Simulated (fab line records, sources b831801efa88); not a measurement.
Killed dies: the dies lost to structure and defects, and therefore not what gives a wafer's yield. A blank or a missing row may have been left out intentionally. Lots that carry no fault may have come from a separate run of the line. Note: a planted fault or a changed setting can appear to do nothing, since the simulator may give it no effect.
Matching of chambers || flow gf180mcu || GF_V5_CVD_00 on hdpcvd-02: 3 sister chambers
The step deposits SiO2, target thk 300 nm, time 50 s. 6 wafers are shown with their chamber, then 8 later ones without.

== WAFERS WITH THEIR CHAMBER ==
{"wafer": "L343.2", "chamber": 1, "pressureMtorr (mTorr)": 5.997}
{"wafer": "L343.5", "chamber": 1, "pressureMtorr (mTorr)": 5.992}
{"wafer": "L351.1", "chamber": 2, "pressureMtorr (mTorr)": 5.993}
{"wafer": "L351.2", "chamber": 0, "pressureMtorr (mTorr)": 6.000}
{"wafer": "L351.4", "chamber": 0, "pressureMtorr (mTorr)": 6.006}
{"wafer": "L352.1", "chamber": 2, "pressureMtorr (mTorr)": 6.016}

== WAFERS WITH NO CHAMBER GIVEN ==
{"wafer": "L352.2", "pressureMtorr (mTorr)": 5.986}
{"wafer": "L352.3", "pressureMtorr (mTorr)": 6.015}
{"wafer": "L358.1", "pressureMtorr (mTorr)": 5.990}
{"wafer": "L358.4", "pressureMtorr (mTorr)": 5.997}
{"wafer": "L358.5", "pressureMtorr (mTorr)": 6.009}
{"wafer": "L359.4", "pressureMtorr (mTorr)": 5.968}
{"wafer": "L359.5", "pressureMtorr (mTorr)": 5.992}
{"wafer": "L359.6", "pressureMtorr (mTorr)": 5.998}

== THE CHAMBER EACH PASSED THROUGH ==
{"wafer": "L352.2", "from the rows above": "can't be placed: 1 or 0 or 2", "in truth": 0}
{"wafer": "L352.3", "from the rows above": "can't be placed: 2 or 0 or 1", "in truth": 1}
{"wafer": "L358.1", "from the rows above": "can't be placed: 1 or 0 or 2", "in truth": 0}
{"wafer": "L358.4", "from the rows above": "can't be placed: 1 or 0 or 2", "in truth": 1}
{"wafer": "L358.5", "from the rows above": "can't be placed: 2 or 0 or 1", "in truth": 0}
{"wafer": "L359.4", "from the rows above": "can't be placed: 1 or 0 or 2", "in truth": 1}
{"wafer": "L359.5", "from the rows above": "can't be placed: 1 or 0 or 2", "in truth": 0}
{"wafer": "L359.6", "from the rows above": "can't be placed: 1 or 0 or 2", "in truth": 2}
Placed correctly: 0 of 8. From these rows, 8 cannot be placed; in 8 the true chamber is one of the candidates. Wrongly placed: 0.
How it was worked out, from the rows above alone: a wafer's distance from a chamber is the root of the sum, over the readings, of the square of ((its reading less the chamber's mean) divided by the reading's scatter). The wafer belongs to the nearest chamber; if the next one is less than 2 further off, it can't be placed. Each chamber's mean is taken over the wafers shown for it. How the scatter is found: for the shown wafers, subtract from each reading the mean of its chamber, square and add these, divide the total by (wafers less chambers), then take the root.
